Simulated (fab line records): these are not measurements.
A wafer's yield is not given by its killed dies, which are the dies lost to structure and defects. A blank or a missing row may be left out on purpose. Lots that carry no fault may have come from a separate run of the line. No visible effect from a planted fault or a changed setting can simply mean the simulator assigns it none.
Chamber matching || flow sky130 || SKY_METAL3_ETCH_17 on rie-diel-03: 4 sister chambers
The step etches SiO2 in C4F8/O2/Ar, stops on TiN, time 3.9 s, target depth 15 nm. 4 wafers are shown with their chamber, then 10 later ones without.

WAFERS, EACH WITH ITS CHAMBER
{"wafer": "L089.1", "chamber": 0, "oes-product-au (a.u.)": 0.762}
{"wafer": "L089.2", "chamber": 2, "oes-product-au (a.u.)": 0.738}
{"wafer": "L090.2", "chamber": 3, "oes-product-au (a.u.)": 0.766}
{"wafer": "L090.4", "chamber": 1, "oes-product-au (a.u.)": 0.751}

WAFERS WITH NO CHAMBER GIVEN
{"wafer": "L090.6", "oes-product-au (a.u.)": 0.764}
{"wafer": "L094.1", "oes-product-au (a.u.)": 0.749}
{"wafer": "L094.2", "oes-product-au (a.u.)": 0.763}
{"wafer": "L094.3", "oes-product-au (a.u.)": 0.757}
{"wafer": "L094.4", "oes-product-au (a.u.)": 0.758}
{"wafer": "L094.5", "oes-product-au (a.u.)": 0.759}
{"wafer": "L094.6", "oes-product-au (a.u.)": 0.765}
{"wafer": "L096.1", "oes-product-au (a.u.)": 0.746}
{"wafer": "L096.3", "oes-product-au (a.u.)": 0.744}
{"wafer": "L096.5", "oes-product-au (a.u.)": 0.761}

CHAMBER TAKEN BY EACH
{"wafer": "L090.6", "from the rows above": "can't be placed: 0 or 3", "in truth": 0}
{"wafer": "L094.1", "from the rows above": 1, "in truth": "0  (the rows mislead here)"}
{"wafer": "L094.2", "from the rows above": "can't be placed: 0 or 3", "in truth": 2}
{"wafer": "L094.3", "from the rows above": "can't be placed: 0 or 1 or 3", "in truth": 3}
{"wafer": "L094.4", "from the rows above": "can't be placed: 0 or 1 or 3", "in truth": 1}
{"wafer": "L094.5", "from the rows above": "can't be placed: 0 or 3 or 1", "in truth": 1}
{"wafer": "L094.6", "from the rows above": "can't be placed: 3 or 0", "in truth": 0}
{"wafer": "L096.1", "from the rows above": "can't be placed: 1 or 2", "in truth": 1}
{"wafer": "L096.3", "from the rows above": "can't be placed: 2 or 1", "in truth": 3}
{"wafer": "L096.5", "from the rows above": "can't be placed: 0 or 3", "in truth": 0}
0 of 10 placed correctly. These rows do not allow placing 9 (true chamber among the candidates in 7). Placed wrongly: 1.
How it was worked out, from the rows above alone: a wafer's distance from a chamber is the root of the sum, over the readings, of the square of ((its reading less the chamber's mean) divided by the reading's scatter). If the next closest chamber is less than 2 further off than the closest, the wafer can't be placed; otherwise it belongs to the closest. Each chamber's mean is taken over the wafers shown for it. The scatter (one wafer shown for each chamber): square how far every hidden wafer sits from the nearest shown wafer, average those squares and take the square root.
